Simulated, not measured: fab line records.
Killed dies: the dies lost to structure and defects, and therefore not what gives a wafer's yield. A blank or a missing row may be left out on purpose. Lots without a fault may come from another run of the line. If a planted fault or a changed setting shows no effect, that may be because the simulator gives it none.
Commonality check across tools	flow sky130	Sample size 12 lots and 36 wafers

WHY THIS WAS OPENED
Of 12 lots, 1 have the reading PWDE_TW flagged at SKY_PWDE_TW_MEAS_10. Wafers without a fault read 372, standard deviation 4.7.
Rule: a lot is flagged in two cases, either no wafer of it has a number, or all its wafers with numbers fall more than 4 standard deviations from that mean. All remaining lots are regarded as sound.

lot	measured	on	PWDE_TW, wafer by wafer	flag
L947	day 4 02:03	film_metro-03	375 376 375	
L949	day 4 15:41	film_metro-04	366 367 368	
L950	day 4 20:58	film_metro-04	368 366 365	
L951	day 5 02:40	film_metro-03	378 379 376	
L952	day 5 08:36	film_metro-03	373 377 378	
L955	day 5 21:07	film_metro-02	30 30 30	FLAGGED
L956	day 6 03:27	film_metro-04	369 367 368	
L957	day 6 09:31	film_metro-04	367 366 366	
L958	day 6 14:53	film_metro-02	373 373 373	
L963	day 8 09:26	film_metro-04	368 367 367	
L966	day 8 15:23	film_metro-04	368 368 367	
L967	day 8 21:49	film_metro-02	372 375 373	
The numbers of the flagged lots are 30 on average: -342 against the usual, or -73 standard deviations.

LOT BY LOT: THE TOOL USED
Before the reading, the record contains 3 process steps out of a 708-step route. In each cell: the tool, then ch and the chambers that the sampled wafers went through, then the start.
lot	flag	SKY_FIELD_ISO_STRIP_16	SKY_DNWELL_STRIP_08	SKY_PWDE_EXPOSE_04
L947		plasma_asher-03 ch 0,1, day 2 09:12	plasma_asher-03 ch 0,1, day 3 09:04	iline_stepper-02 ch 0, day 3 17:52
L949		plasma_asher-04 ch 0,1, day 2 22:36	plasma_asher-01 ch 0,1, day 3 21:56	iline_stepper-01 ch 0, day 4 07:25
L950		plasma_asher-02 ch 0,1, day 3 04:38	plasma_asher-04 ch 0,1, day 4 04:40	iline_stepper-01 ch 0, day 4 12:26
L951		plasma_asher-04 ch 0,1, day 3 09:30	plasma_asher-03 ch 0,1, day 4 08:48	iline_stepper-02 ch 0, day 4 17:08
L952		plasma_asher-04 ch 0,1, day 3 13:55	plasma_asher-03 ch 0,1, day 4 14:08	iline_stepper-02 ch 0, day 4 23:51
L955	FLAGGED	plasma_asher-02 ch 0,1, day 4 03:17	plasma_asher-03 ch 0,1, day 5 04:59	iline_stepper-02 ch 0, day 5 13:16
L956		plasma_asher-02 ch 0,1, day 4 07:43	plasma_asher-01 ch 0,1, day 5 09:44	iline_stepper-02 ch 0, day 5 18:53
L957		plasma_asher-04 ch 0,1, day 4 14:28	plasma_asher-03 ch 0,1, day 5 14:36	iline_stepper-01 ch 0, day 5 23:32
L958		plasma_asher-02 ch 0,1, day 4 21:37	plasma_asher-03 ch 0,1, day 5 20:00	iline_stepper-01 ch 0, day 6 04:25
L963		plasma_asher-04 ch 0,1, day 6 10:47	plasma_asher-01 ch 0, day 7 13:19	iline_stepper-02 ch 0, day 7 22:59
L966		plasma_asher-03 ch 0,1, day 6 16:21	plasma_asher-03 ch 0,1, day 7 18:40	iline_stepper-02 ch 0, day 8 05:32
L967		plasma_asher-03 ch 0,1, day 6 20:53	plasma_asher-03 ch 0,1, day 8 01:03	iline_stepper-02 ch 0, day 8 11:30
These steps, and what they do:
- SKY_FIELD_ISO_STRIP_16: strips in O2/N2.
- SKY_DNWELL_STRIP_08: strips in O2/N2.
- SKY_PWDE_EXPOSE_04: exposes mask PWDEM, target cd 840 nm.
- SKY_PWDE_TW_MEAS_10

FLAGGED OVER TOTAL, TOOL BY TOOL (the gauges that took the reading come last)
step	tool	lots run	flagged	share of the flagged lots	sound lots run after its first flagged lot
SKY_FIELD_ISO_STRIP_16	plasma_asher-02	4	1	all	2 (L956,L958)
SKY_FIELD_ISO_STRIP_16	plasma_asher-03	3	0	none	-
SKY_FIELD_ISO_STRIP_16	plasma_asher-04	5	0	none	-
SKY_DNWELL_STRIP_08	plasma_asher-01	3	0	none	-
SKY_DNWELL_STRIP_08	plasma_asher-03	8	1	all	4 (L957,L958,L966,L967)
SKY_DNWELL_STRIP_08	plasma_asher-04	1	0	none	-
SKY_PWDE_EXPOSE_04	iline_stepper-01	4	0	none	-
SKY_PWDE_EXPOSE_04	iline_stepper-02	8	1	all	4 (L956,L963,L966,L967)
SKY_PWDE_TW_MEAS_10	film_metro-02	3	1	all	2 (L958,L967)
SKY_PWDE_TW_MEAS_10	film_metro-03	3	0	none	-
SKY_PWDE_TW_MEAS_10	film_metro-04	6	0	none	-

WHAT THE TABLE ALLOWS
4 rows of the table ran every flagged lot: plasma_asher-02 at SKY_FIELD_ISO_STRIP_16, plasma_asher-03 at SKY_DNWELL_STRIP_08, iline_stepper-02 at SKY_PWDE_EXPOSE_04, film_metro-02 at SKY_PWDE_TW_MEAS_10.
- plasma_asher-02 at SKY_FIELD_ISO_STRIP_16 ran 4 lots, 1 of them flagged. After the first flagged lot (L956, L958), sound lots still ran on it; a lasting fault on the whole tool would not permit that.
- plasma_asher-03 at SKY_DNWELL_STRIP_08 ran 8 lots, 1 of them flagged. After the first flagged lot (L957, L958, L966, L967), sound lots still ran on it; a lasting fault on the whole tool would not permit that.
- iline_stepper-02 at SKY_PWDE_EXPOSE_04 ran 8 lots, 1 of them flagged. After the first flagged lot (L956, L963, L966, L967), sound lots still ran on it; a lasting fault on the whole tool would not permit that.
- film_metro-02 at SKY_PWDE_TW_MEAS_10 ran 3 lots, 1 of them flagged. After the first flagged lot (L958, L967), sound lots still ran on it; a lasting fault on the whole tool would not permit that.
None of the table's rows ran every flagged lot and, after the first, no sound lot.

WHAT THE SIMULATOR PUT IN
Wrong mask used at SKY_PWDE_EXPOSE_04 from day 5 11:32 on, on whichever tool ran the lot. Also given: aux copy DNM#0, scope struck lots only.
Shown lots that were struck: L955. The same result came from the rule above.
